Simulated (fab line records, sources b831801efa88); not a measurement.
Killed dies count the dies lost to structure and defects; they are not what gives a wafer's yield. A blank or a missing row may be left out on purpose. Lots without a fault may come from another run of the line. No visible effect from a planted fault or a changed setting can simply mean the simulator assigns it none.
What tool caused it?	flow sky130	6 lots, 18 wafers sampled, at 2 steps of a route of 708

== WHAT THE GAUGES SHOWED, per wafer ==
SKY_CAP2M_OVL_MEAS_12.
lot	measured	on	CAP2M_OVL (nm)
L472	day 41 05:50	overlay-01	-1.9 -2.5 -2.6
L475	day 41 22:41	overlay-02	1.1 0.7 3.2
L477	day 42 09:20	overlay-01	-0.4 -0.3 0.1
L484	day 45 01:29	overlay-02	-0.9 0.3 -0.8
L490	day 46 02:41	overlay-02	2.3 0.8 0.9
L491	day 46 07:47	overlay-02	-0.6 -1.5 -1.9

== TOOL THAT RAN EACH LOT (tool first, then ch and the chambers of the sampled wafers, then the start) ==
lot	SKY_LOCAL_INTERCONNECT_STRIP_15
L472	plasma_asher-02 ch 0,1, day 30 23:24
L475	plasma_asher-02 ch 0,1, day 31 21:01
L477	plasma_asher-01 ch 0,1, day 32 08:48
L484	plasma_asher-03 ch 0,1, day 35 11:36
L490	plasma_asher-02 ch 1, day 36 17:22
L491	plasma_asher-02 ch 0,1, day 36 23:42
- SKY_LOCAL_INTERCONNECT_STRIP_15: strips in O2/N2.

== THE ANSWER, worked out from the rows above alone ==
Rule: the lots themselves supply what counts as usual. The widest of any qualifying gaps counts: lots, ordered by their means at a reading, are off when they make up no more than a third of the lots, leave a main group of 4 or more, and stand apart from it by 3 or more times the standard deviation of that group's means. A main group whose means are all the same, to the digits that the tables above print for the reading, isn't used. Also off: a lot with no number at a reading for which 4 or more lots have one. Any other lot the step has rows for is counted as sound.
Across all readings shown, no lot is off: no conclusion can be drawn from this.

== WHAT HAD BEEN PUT IN BY THE SIMULATOR ==
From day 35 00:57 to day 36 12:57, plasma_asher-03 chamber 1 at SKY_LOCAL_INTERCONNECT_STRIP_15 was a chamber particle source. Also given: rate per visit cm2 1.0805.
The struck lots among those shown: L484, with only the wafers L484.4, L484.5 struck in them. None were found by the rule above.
